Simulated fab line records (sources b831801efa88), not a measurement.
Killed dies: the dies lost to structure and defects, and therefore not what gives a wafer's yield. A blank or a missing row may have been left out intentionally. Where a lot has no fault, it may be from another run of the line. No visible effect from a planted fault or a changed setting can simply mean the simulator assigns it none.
2 desks, one fault / flow gf180mcu / numbers are kept per desk, each desk with only its own; the story behind them comes last

## FROM THE METROLOGY DESK
What the gauges read, lot by lot, whatever tool the lot ran on: means of the sampled wafers that have a number. Marked OUT: a lot whose mean sits more than 4 standard deviations from the usual mean, which makes it out of limits; the brackets give that distance.
Columns: A = VT_IMPLANT_02_OVL at GF_VT_IMPLANT_OVL_MEAS_29, usual -0.5 nm; B = cdNm at GF_POLY_GATE_CD_MEAS_18, usual 279.6 nm; C = NSD_TW at GF_NSD_TW_MEAS_12, usual 4260; D = cdNm at GF_PSD_CD_MEAS_07, usual 401.0 nm
lot=L405; first seen here=day 7 06:29; A=-0.8; B=282.0; C=4307; D=398.8
lot=L406; first seen here=day 7 14:04; A=-1.9; B=278.9; C=4242; D=400.2
lot=L407; first seen here=day 7 19:32; A=0.2; B=279.3; C=4250; D=397.9
lot=L408; first seen here=day 8 01:08; A=-0.0; B=279.9; C=4227; D=400.7
lot=L409; first seen here=day 8 12:13; A=-2.7; B=280.3; C=4204; D=402.0
lot=L410; first seen here=day 8 14:41; A=0.3; B=281.0; C=4194; D=401.3
lot=L413; first seen here=day 9 10:08; A=-0.6; B=279.0; C=4300; D=403.0
lot=L415; first seen here=day 9 19:49; A=-1.5; B=279.1; C=4306; D=400.4
lot=L416; first seen here=day 10 08:08; A=-1.5; B=279.1; C=4214; D=399.2
lot=L417; first seen here=day 10 11:31; A=-2.1; B=278.6; C=4266; D=404.6
lot=L418; first seen here=day 10 17:19; A=-1.7; B=278.8; C=4212; D=401.2
lot=L422; first seen here=day 11 19:58; A=0.7; B=-; C=-; D=-
lot=L423; first seen here=day 12 06:32; A=0.2; B=-; C=-; D=-
lot=L427; first seen here=day 13 06:08; A=-0.4; B=278.0; C=4311; D=398.5
Result from this desk: across the 14 lots, nothing is out of limits.

## THE TOOL OWNER'S DESK: rieDiel-01
The tool's own readings at GF_POLY_GATE_ETCH_12 (etches BARC in N2/H2): means of the sampled wafers that have a number, for each lot that ran on this tool. Marked OUT: a lot whose mean sits more than 4 standard deviations from the usual mean, which makes it out of limits; the brackets give that distance.
Columns: A = biasW at GF_POLY_GATE_ETCH_12, usual 100.05 W; B = chamberPressureMTorr at GF_POLY_GATE_ETCH_12, usual 30.004 mTorr; C = drypumpMotorCurrentA at GF_POLY_GATE_ETCH_12, usual 5.7 A; D = oesProductAu at GF_POLY_GATE_ETCH_12, usual 0.734 a.u.; E = throttleValvePct at GF_POLY_GATE_ETCH_12, usual 13.216 %
lot=L406; first seen here=day 9 22:44; A=100.04; B=29.995; C=5.9; D=0.734; E=13.207
lot=L407; first seen here=day 10 07:02; A=100.11; B=30.006; C=5.6; D=0.742; E=13.220
lot=L413; first seen here=day 11 23:52; A=100.17; B=30.015; C=6.1; D=0.733; E=13.210
lot=L415; first seen here=day 12 10:25; A=99.90; B=30.011; C=6.1; D=0.732; E=13.218
lot=L416; first seen here=day 12 21:11; A=100.12; B=29.995; C=5.5; D=0.733; E=13.202
lot=L418; first seen here=day 13 08:35; A=100.21; B=29.997; C=6.3; D=0.734; E=13.214
Result from this desk: across the 6 lots, nothing is out of limits.

## ALL TOGETHER
Nothing out of limits was seen by the metrology desk.
The tool owner's desk saw nothing out of limits.

## WHAT THE SIMULATOR PUT IN
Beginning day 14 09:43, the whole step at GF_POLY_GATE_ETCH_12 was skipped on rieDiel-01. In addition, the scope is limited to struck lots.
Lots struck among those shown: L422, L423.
